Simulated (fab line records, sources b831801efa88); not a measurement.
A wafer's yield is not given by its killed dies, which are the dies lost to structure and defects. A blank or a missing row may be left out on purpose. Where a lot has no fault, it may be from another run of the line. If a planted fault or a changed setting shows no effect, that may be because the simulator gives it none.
Which of the tools did it? | flow sky130 | 6 lots, 18 wafers sampled, at 2 steps of a route of 708

## WHAT EACH GAUGE READ, for each wafer
SKY_RES_PROTECT_TW_MEAS_08.
lot  | measured     | on           | POLY_GATE_TW
L160 | day 15 18:34 | filmMetro-01 | 4114 4105 4143
L165 | day 17 07:50 | filmMetro-02 | 4021 4015 4033
L171 | day 19 14:38 | filmMetro-01 | 4080 4085 4065
L175 | day 20 19:30 | filmMetro-01 | 4092 4063 4102
L179 | day 22 08:35 | filmMetro-04 | 4081 4084 4096
L182 | day 23 11:05 | filmMetro-04 | 4044 4058 4045

## WHAT TOOL EACH LOT RAN ON (gives the tool, then ch and the chambers of the sampled wafers, and finally the start)
lot  | SKY_RES_PROTECT_STRIP_07
L160 | plasmaAsher-02 ch 0,1, day 15 18:28
L165 | plasmaAsher-01 ch 0, day 17 07:43
L171 | plasmaAsher-01 ch 0,1, day 19 14:33
L175 | plasmaAsher-02 ch 0,1, day 20 19:24
L179 | plasmaAsher-01 ch 0,1, day 22 08:28
L182 | plasmaAsher-03 ch 0,1, day 23 10:59
- SKY_RES_PROTECT_STRIP_07: strips in O2/N2.

## THE ANSWER, worked out from the rows above alone
Rule: the lots themselves supply what counts as usual. The widest of any qualifying gaps counts: lots, ordered by their means at a reading, are off when they make up no more than a third of the lots, leave a main group of 4 or more, and stand apart from it by 3 or more times the standard deviation of that group's means. Not used: any main group whose means are identical at the precision the tables above print for the reading. Also off: a lot with no number at a reading for which 4 or more lots have one. Where the step has rows for the other lots, those lots are counted as sound.
Across all readings shown, no lot is off: no conclusion can be drawn from this.

## WHAT THE SIMULATOR HAD INSERTED
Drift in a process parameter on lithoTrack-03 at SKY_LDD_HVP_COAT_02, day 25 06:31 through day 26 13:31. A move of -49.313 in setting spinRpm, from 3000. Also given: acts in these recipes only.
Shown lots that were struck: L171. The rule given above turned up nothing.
